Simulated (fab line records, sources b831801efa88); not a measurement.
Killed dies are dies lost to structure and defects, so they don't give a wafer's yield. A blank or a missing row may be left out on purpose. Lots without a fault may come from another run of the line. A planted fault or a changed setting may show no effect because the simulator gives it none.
Problem report in the 8D (eight disciplines) form, filled by code | flow gf180mcu | the parts of the form that need people (team, actions taken, sign-off) are left out

1. THE PROBLEM
bias_w at GF_TOP_METAL_METAL_ETCH_16 reads a mean of 183.6 W on 6 wafers of 2 lots; wafers without a fault read 140.1 W with a standard deviation of 0.41. That is +99 or more standard deviations from the usual mean.
The step: etches the open film in Cl2/BCl3, stops on SiO2, target depth 1197 nm, time 199.5 s.
First seen on wafer L407.1, day 33 20:34, on rie_metal-04. The record holds 33 wafers of 11 lots with a number at this step. Rule for "out", or "out of limits": more than 4 standard deviations from the usual mean. The other wafers with a number count as sound.

2. WHAT IT IS AND WHAT IT IS NOT
question                    | is                     | is not
which readings at this step | bias_w                 | drypump_motor_current_A, he_backside_leak_sccm, rf_fwd_power_W, throttle_valve_pct
which lots                  | L407, L408             | L386, L387, L390, L391, L392, L393, L396, L398, L409
which wafers of those lots  | all that have a number | -
read on which tools         | rie_metal-04           | rie_metal-02, rie_metal-03
when                        | from day 33 20:34      | up to then (24 sound wafers); but 3 sound wafers of L409 came after

3. SUSPECTS, AND WHAT RULES EACH OUT
Counting: a tool at a process step up to the reading stays a suspect if it ran every lot that is out and no sound lot after the first of them.
- rie_metal-04 at GF_TOP_METAL_METAL_ETCH_16 (etches the open film in Cl2/BCl3, stops on SiO2, target depth 1197 nm, time 199.5 s): kept. It ran every lot that is out, first L407 (day 33 20:34), and no sound lot after that; its last sound lot up to then is L396 (day 31 07:45). Its own readings are out on those wafers: bias_w.
Left after counting: rie_metal-04 at GF_TOP_METAL_METAL_ETCH_16.

4. THE CAUSE (what the simulator had put in)
Process parameter drift: rie_metal-04, from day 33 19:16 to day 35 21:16, at GF_TOP_METAL_METAL_ETCH_16. Setting bias_w, moved by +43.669, from 140. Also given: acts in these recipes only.
Counting left only this tool.

5. THE CHAIN OF EFFECTS, in route order
Each row: a reading whose mean over the struck wafers that have a number lies more than 3 standard deviations from the usual. Only readings for which the record gives a usual standard deviation are gone through. hours: the time from each lot's start at the first step in this table that gives one to its start at this step, as a median over the lots. sigmas: the change in usual standard deviations.
hours | step                       | reading                  | usual   | on struck wafers | change | sigmas
0     | GF_TOP_METAL_METAL_ETCH_16 | bias_w                   | 140.1 W | 183.6            | +43.5  | +99 or more
0     | GF_TOP_METAL_STRIP_17      | strip_time_to_endpoint_s | 12.89 s | 12.49            | -0.40  | -5.2
The process steps in it:
- GF_TOP_METAL_METAL_ETCH_16: etches the open film in Cl2/BCl3, stops on SiO2, target depth 1197 nm, time 199.5 s.
- GF_TOP_METAL_STRIP_17: strips in O2/N2.

6. WHAT WOULD HAVE CAUGHT IT SOONER
In this record the first reading out of limits was taken at day 33 20:34, 1 hour after the fault began at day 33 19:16.
